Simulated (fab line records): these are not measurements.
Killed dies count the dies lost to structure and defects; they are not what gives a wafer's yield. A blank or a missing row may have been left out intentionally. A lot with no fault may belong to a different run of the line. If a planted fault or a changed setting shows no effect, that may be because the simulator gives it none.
Which of the tools did it?	flow sky130	36 wafers from 12 lots sampled at 2 of the route's 708 steps

== WHAT THE GAUGES READ, wafer by wafer ==
SKY_VIA3_CD_MEAS_12: target cd 200 nm. Usual: 200.2 nm for cdNm, sd 1.6.
lot	measured	on	cdNm (nm)	flag
L713	day 39 09:58	cdSem-01	202.1 202.7 202.5	
L716	day 40 07:53	cdSem-01	200.7 201.0 201.3	
L717	day 40 18:04	cdSem-01	200.3 200.2 201.5	
L719	day 41 07:38	cdSem-01	202.5 200.6 201.3	
L720	day 41 18:55	cdSem-01	198.3 198.8 199.4	
L721	day 42 13:01	cdSem-01	198.3 199.0 199.2	
L724	day 43 01:31	cdSem-02	198.7 197.4 198.0	
L723	day 43 02:53	cdSem-02	199.4 200.0 198.9	
L725	day 43 12:14	cdSem-01	199.1 198.6 197.7	
L733	day 45 03:33	cdSem-01	197.8 198.1 197.2	
L734	day 45 10:32	cdSem-02	202.6 201.8 202.2	
L735	day 45 17:55	cdSem-02	199.0 198.4 200.4	

== WHAT TOOL EACH LOT RAN ON (gives the tool, then ch and the chambers of the sampled wafers, and finally the start) ==
lot	SKY_METAL3_SPUTTER_04
L713	pvdSputter-02, day 36 03:29
L716	pvdSputter-02, day 37 03:13
L717	pvdSputter-04, day 37 13:29
L719	pvdSputter-02, day 38 04:35
L720	pvdSputter-02, day 38 15:23
L721	pvdSputter-02, day 39 11:57
L724	pvdSputter-02, day 39 23:58
L723	pvdSputter-02, day 40 01:39
L725	pvdSputter-04, day 40 09:42
L733	pvdSputter-02, day 42 05:58
L734	pvdSputter-03, day 42 13:10
L735	pvdSputter-03, day 42 20:36
- SKY_METAL3_SPUTTER_04: material TiN, target thk 70 nm, time 58.3 s.

== WHAT THE TOOLS THEMSELVES READ (means of the sampled wafers that have a number; where no wafer has one, the mark that the record gives instead) ==
SKY_METAL3_SPUTTER_04. Usual: 30.3 % for throttleValvePct, sd 0.87.
lot	tool	throttleValvePct (%)	flag
L713	pvdSputter-02	30.3	
L716	pvdSputter-02	30.3	
L717	pvdSputter-04	30.0	
L719	pvdSputter-02	30.8	
L720	pvdSputter-02	30.6	
L721	pvdSputter-02	30.8	
L724	pvdSputter-02	30.7	
L723	pvdSputter-02	30.6	
L725	pvdSputter-04	29.8	
L733	pvdSputter-02	30.1	
L734	pvdSputter-03	29.6	
L735	pvdSputter-03	30.7	

== THE ANSWER, worked out from the rows above alone ==
Rule: a lot counts as off when the mean over its wafers that have a number is more than 3 standard deviations away from the usual mean. Also off: a lot with no number at a reading for which 4 or more lots have one. The other lots that the step has rows for count as sound. First the gauges in route order, then the tools' own readings, where a lot's mean is used as printed above. The first step at which some lot is off is used, and at that step the reading that is off furthest; a lot without a number counts as furthest.
Nothing can be told from this: no lot is off at any reading shown.

== WHAT WAS PUT IN BY THE SIMULATOR ==
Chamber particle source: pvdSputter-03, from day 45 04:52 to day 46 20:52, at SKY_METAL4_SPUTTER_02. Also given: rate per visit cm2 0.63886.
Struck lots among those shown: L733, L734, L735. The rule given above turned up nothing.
